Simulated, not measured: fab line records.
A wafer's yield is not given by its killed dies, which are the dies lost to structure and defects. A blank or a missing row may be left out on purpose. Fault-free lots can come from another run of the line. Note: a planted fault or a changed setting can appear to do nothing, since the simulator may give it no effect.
Comparing a struck lot with a sound one :: flow sky130 :: 15 steps out of a route of 708
Sound: the wafers L982.1, L982.2, L982.5. Wafers L986.1, L986.5, L986.6 were the ones struck. The cause is named last.
Each step with rows lists, per side, the tool, then ch with its chambers, then its first start. Under that, the readings that differ: sound wafers :: struck wafers :: difference of the means :: sigmas: that difference in standard deviations of wafers without a fault.
alike: a reading whose means differ by less than 2 such deviations, as well as words and numbers matching on both sides. not compared: withheld readings; readings where some wafer has no value; bounds like >300 that might hide an equal value; numbers whose values overlap and for which the record gives no deviation.
Wherever a step has rows on one side only, a row that says differs or no value, or a row with sigmas, the two part there. Numbers that have no deviation but don't overlap get no sigmas and don't part them. A reading that every wafer of one side lacks parts them only if that side has two wafers or more.

first, 3 steps without rows for these wafers: SKY_PASSIVATION_EXPOSE_08 (exposes mask NSM, target cd 3000 nm); SKY_PASSIVATION_PEB_09; SKY_PASSIVATION_DEVELOP_10 (develop time 60 s).
SKY_PASSIVATION_ETCH_11: etches the open film in CF4/O2, stops on AlCu, target depth 725 nm, time 161.1 s.
  sound on rie diel-03 ch 1,2, day 45 02:52; struck on rie diel-04 ch 2,3, day 46 21:40
  alike: O2_flow_sccm, bias w, drypump motor current A, oes product au, throttle valve pct
  not compared: rf hours counter h
SKY_PASSIVATION_STRIP_12: strips in O2/N2.
  sound on plasma asher-04 ch 0,1, day 45 02:58; struck on plasma asher-04 ch 0,1, day 46 21:46
  alike: drypump motor current A, n2 flow sccm, oes product au, strip time to endpoint s
  not compared: rf hours counter h
then, 7 steps without rows for these wafers: SKY_PAD_OPEN_DEHYDRATE_00 (time 60 s); SKY_PAD_OPEN_HMDS_01 (prime time 60 s); SKY_PAD_OPEN_COAT_02 (resist thk 3000 nm); SKY_PAD_OPEN_SOFTBAKE_03; SKY_PAD_OPEN_EXPOSE_04 (exposes mask PDM, target cd 60000 nm); SKY_PAD_OPEN_PEB_05; SKY_PAD_OPEN_DEVELOP_06 (develop time 60 s).
SKY_PAD_OPEN_ETCH_07: etches the open film in CF4/O2, stops on AlCu, target depth 725 nm, time 161.1 s.
  sound on rie diel-02 ch 1,2,3, day 45 23:55; struck on rie diel-01 ch 0,3, day 47 17:04
reading: bias w (W)
sound: 150.0 150.2 150.2
struck: 143.4 143.7 142.8
difference: -6.8
sigmas: -16
  alike: O2_flow_sccm, drypump motor current A, oes product au, throttle valve pct
  not compared: rf hours counter h
SKY_PAD_OPEN_STRIP_08: strips in O2/N2.
  sound on plasma asher-04 ch 0,1, day 46 00:01; struck on plasma asher-04 ch 0,1, day 47 17:11
  alike: drypump motor current A, n2 flow sccm, oes product au
  not compared: rf hours counter h
SKY_PAD_OPEN_PROBE_99:
  sound on prober-01, day 46 02:16; struck on prober-02, day 47 19:28
reading: killed open
sound: 48 37 40
struck: 63 41 64
difference: +14
sigmas: +2
  alike: killed_at_M0_to_M3, killed_at_M4_up, killed at contacts, killed at front end, killed at other, killed dies, killed short

## WHERE THEY PART
First at SKY_PAD_OPEN_ETCH_07; last, within this record, at SKY_PAD_OPEN_PROBE_99.

WHY: whatever the simulator had introduced
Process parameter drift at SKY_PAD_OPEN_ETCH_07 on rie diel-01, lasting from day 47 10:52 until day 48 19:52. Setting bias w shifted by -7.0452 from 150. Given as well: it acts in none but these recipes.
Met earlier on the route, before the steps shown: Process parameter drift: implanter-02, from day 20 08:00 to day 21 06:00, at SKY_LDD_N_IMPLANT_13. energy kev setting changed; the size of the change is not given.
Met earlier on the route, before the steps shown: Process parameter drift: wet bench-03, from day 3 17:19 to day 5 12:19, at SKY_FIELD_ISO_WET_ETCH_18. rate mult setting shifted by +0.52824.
